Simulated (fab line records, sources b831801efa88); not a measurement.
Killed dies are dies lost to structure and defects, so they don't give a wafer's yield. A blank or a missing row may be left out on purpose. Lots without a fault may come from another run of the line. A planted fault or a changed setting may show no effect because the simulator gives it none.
Split-lot experiment | flow sfq_line | 5 lots, 23 wafers read, on a route of 325 steps

THE SPLIT
At SFQ_TRILAYER_I3_CMP_CMP_082 (polishes SiO2), the setting leave_above_ref_nm was moved away from the recipe's 200 nm on 8 of the 23 wafers read, by -5.1% to +5.2%. The other wafers ran this setting at the recipe's value.

FROM THE SPLIT TO THE READING: what the file shows between them, 2 steps
- SFQ_TRILAYER_I3_METRO_MEASURE_083
- SFQ_TRILAYER_I3_VIA_BARC_OPEN_VIA_ETCH_121: etches BARC in O2, target depth 125 nm, time 41.7 s (also split here: bias_w)

THE READING
oes_product_au, in a.u., at SFQ_TRILAYER_I3_VIA_ETCH_VIA_ETCH_088 (etches SiO2 in CHF3, stops on Nb, target depth 260 nm). Fault-free wafers of this fab line usually give 0.855 a.u., standard deviation 0.0057 a.u..

wafer  | tool, chamber at the split | leave_above_ref_nm as run, nm | against the recipe | oes_product_au, a.u. | against lot-mates on the recipe
L074.1 | cmp-02, 2                  | 200                           | recipe             | 0.861                | -
L074.2 | cmp-02, 1                  | 200                           | recipe             | 0.856                | -
L074.5 | cmp-02, 1                  | 200                           | recipe             | 0.848                | -
L075.1 | cmp-02, 3                  | 189.8                         | -5.1%              | 0.832                | -0.029
L075.2 | cmp-02, 2                  | 200                           | recipe             | 0.870                | -
L075.3 | cmp-02, 0                  | 200                           | recipe             | 0.853                | -
L075.5 | cmp-02, 1                  | 189.8                         | -5.1%              | 0.827                | -0.034
L075.6 | cmp-02, 2                  | 200                           | recipe             | 0.860                | -
L079.1 | cmp-02, 1                  | 200                           | recipe             | 0.852                | -
L079.3 | cmp-02, 3                  | 210.3                         | +5.2%              | 0.873                | +0.020
L079.4 | cmp-02, 2                  | 200                           | recipe             | 0.860                | -
L079.5 | cmp-02, 3                  | 210.3                         | +5.2%              | 0.873                | +0.020
L079.6 | cmp-02, 0                  | 200                           | recipe             | 0.847                | -
L080.1 | cmp-02, 0                  | 209.4                         | +4.7%              | 0.876                | +0.017
L080.2 | cmp-02, 3                  | 200                           | recipe             | 0.856                | -
L080.3 | cmp-02, 2                  | 209.4                         | +4.7%              | 0.879                | +0.020
L080.4 | cmp-02, 1                  | 200                           | recipe             | 0.863                | -
L080.5 | cmp-02, 2                  | 200                           | recipe             | 0.859                | -
L082.1 | cmp-01, 2                  | 200                           | recipe             | 0.848                | -
L082.2 | cmp-01, 3                  | 200                           | recipe             | 0.853                | -
L082.3 | cmp-01, 0                  | 189.8                         | -5.1%              | 0.818                | -0.034
L082.4 | cmp-01, 1                  | 200                           | recipe             | 0.854                | -
L082.6 | cmp-01, 1                  | 189.8                         | -5.1%              | 0.821                | -0.031

THE FIT
A straight line over all 23 wafers: oes_product_au changes by +0.00506 a.u. for each +1% of leave_above_ref_nm; r = +0.92; the points scatter about the line by 0.0065 a.u..
The same after taking each lot's own level away (the mean of its wafers on the recipe; 23 wafers): +0.00509 a.u. for each +1%; r = +0.95; scatter 0.0052 a.u..
On that fit, the largest move of leave_above_ref_nm shifts the reading by 0.026 a.u..
The lots' own levels span 0.8517 to 0.8610 a.u., that is 1.6 times the standard deviation above.
So the lot-to-lot level changes the slope little: the two slopes agree.
Check: with one of the wafers moved furthest among these (+5.2%) left out of the fit, the line predicts +0.0251 a.u. for it against its lot-mates. It came out at +0.02 a.u. against them.

OTHER SPLITS ON THESE WAFERS
These wafers also went through other splits before the reading. Each is held against what the fit with the lots' levels taken away leaves over:
other split on the same wafers                    | wafers away from the commonest value | r with oes_product_au (lot level and that fit taken away)
SFQ_TRILAYER_I1_VIA_LITHO_COAT_049 resist_thk_nm  | 9                                    | +0.03
SFQ_TRILAYER_M2_LITHO_EXPOSE_058 dose_mj          | 9                                    | +0.27
SFQ_TRILAYER_I2_CMP_CMP_064 down_force_psi        | 8                                    | -0.05
SFQ_TRILAYER_I2_VIA_LITHO_COAT_072 resist_thk_nm  | 5                                    | -0.03
SFQ_TRILAYER_I3_VIA_BARC_OPEN_VIA_ETCH_121 bias_w | 6                                    | +0.32

THE WHOLE CHAIN: every reading that the file lists as answering this split, in the file's order
step                                  | what it does                                          | reading                                                                                   | change (the file's fit)                  | r (the file's)
SFQ_TRILAYER_I3_CMP_CMP_082           | polishes SiO2                                         | SiO2_of_TRILAYER_I3_DEP_PECVD_081.thk_nm (the simulator's own value, which no gauge read) | +2.09 nm for each +1% of the setting     | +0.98
SFQ_TRILAYER_I3_METRO_MEASURE_083     |                                                       | thk_nm                                                                                    | +2.1 nm for each +1% of the setting      | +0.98
SFQ_TRILAYER_I3_VIA_ETCH_VIA_ETCH_088 | etches SiO2 in CHF3, stops on Nb, target depth 260 nm | oes_product_au                                                                            | +0.0051 a.u. for each +1% of the setting | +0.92
SFQ_TRILAYER_I3_VIA_ETCH_VIA_ETCH_088 | etches SiO2 in CHF3, stops on Nb, target depth 260 nm | etch.depth_nm (the simulator's own value, which no gauge read)                            | +2.25 nm for each +1% of the setting     | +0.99
SFQ_TRILAYER_I3_VIA_ETCH_VIA_ETCH_088 | etches SiO2 in CHF3, stops on Nb, target depth 260 nm | I3.feature_depth_nm (the simulator's own value, which no gauge read)                      | +2.09 nm for each +1% of the setting     | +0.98

THE FILE'S OWN FIT
oes_product_au changes by +0.0051 a.u. for each +1% of leave_above_ref_nm, r = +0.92.
